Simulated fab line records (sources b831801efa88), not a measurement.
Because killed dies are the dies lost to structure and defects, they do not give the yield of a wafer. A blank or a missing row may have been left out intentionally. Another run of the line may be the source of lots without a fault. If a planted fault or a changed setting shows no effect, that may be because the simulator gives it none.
2 desks looking at one fault + flow sky130 + only its own numbers are on each desk; what lay behind them is given at the end

## FOR THE TOOL OWNER'S DESK: furnace-01
The tool's own readings at SKY_GATE_OXIDE_OXIDATION_01 (stabilise 600 s, purge 300 s, target thk 10.268 nm): means of the sampled wafers that have a number, for each lot that ran on this tool. A lot is out of limits, marked OUT, if its mean lies more than 4 standard deviations from the usual mean; the brackets give that distance.
Columns: A = spikeTcLowerC at SKY_GATE_OXIDE_OXIDATION_01, usual 901.2 C
| lot  | first seen here | A     |
|------|-----------------|-------|
| L799 | day 13 03:38    | 901.9 |
| L804 | day 14 21:53    | 902.5 |
| L806 | day 15 12:10    | 901.1 |
| L814 | day 18 09:19    | 900.3 |
| L816 | day 18 16:39    | 901.8 |
This desk's verdict: no lot among the 5 shows anything out of limits.

## THE METROLOGY DESK
What the gauges read for every lot (on any tool): the sampled wafers with a number, averaged. A lot is out of limits, marked OUT, if its mean lies more than 4 standard deviations from the usual mean; the brackets give that distance.
Columns: A = cdNm at SKY_SONOS_ONO_CD_MEAS_13, usual 410.1 nm; B = SONOS_ONO_OVL at SKY_SONOS_ONO_OVL_MEAS_14, usual 0.9 nm; C = GATE_OXIDE_OXIDATION_00_THK at SKY_GATE_OXIDE_THK_MEAS_02, usual 10.26 nm; D = GATE_OXIDE_OVL at SKY_GATE_OXIDE_OVL_MEAS_10, usual 0.0 nm; E = GATE_OXIDE_TW at SKY_GATE_OXIDE_TW_MEAS_14, usual 219.9; F = POLY_GATE_CVD_00_THK at SKY_POLY_GATE_THK_MEAS_01, usual 179.7 nm; G = POLY_GATE_TW at SKY_RES_PROTECT_TW_MEAS_08, usual 4001
| lot  | first seen here | A     | B    | C     | D    | E     | F     | G    |
|------|-----------------|-------|------|-------|------|-------|-------|------|
| L798 | day 12 10:46    | 406.5 | 0.6  | 10.22 | -0.2 | 221.0 | 181.7 | 4031 |
| L799 | day 13 02:58    | 411.6 | -0.1 | 10.42 | 1.4  | 220.9 | 180.2 | 3987 |
| L804 | day 14 17:34    | 410.7 | -1.1 | 9.88  | -2.1 | 217.5 | 183.4 | 4023 |
| L806 | day 15 11:14    | 410.7 | 2.0  | 10.09 | -0.7 | 217.9 | 180.2 | 4037 |
| L814 | day 18 08:47    | 414.7 | 2.1  | 10.33 | -1.1 | 219.7 | 178.6 | 4026 |
| L816 | day 18 15:53    | 410.7 | 1.6  | 10.07 | -0.8 | 220.2 | 178.3 | 3972 |
This desk's verdict: no lot among the 6 shows anything out of limits.

## ALL TOGETHER
The desk of the tool owner found nothing out of limits.
At the metrology desk, nothing out of limits was observed.

## WHAT THE SIMULATOR HAD PUT IN
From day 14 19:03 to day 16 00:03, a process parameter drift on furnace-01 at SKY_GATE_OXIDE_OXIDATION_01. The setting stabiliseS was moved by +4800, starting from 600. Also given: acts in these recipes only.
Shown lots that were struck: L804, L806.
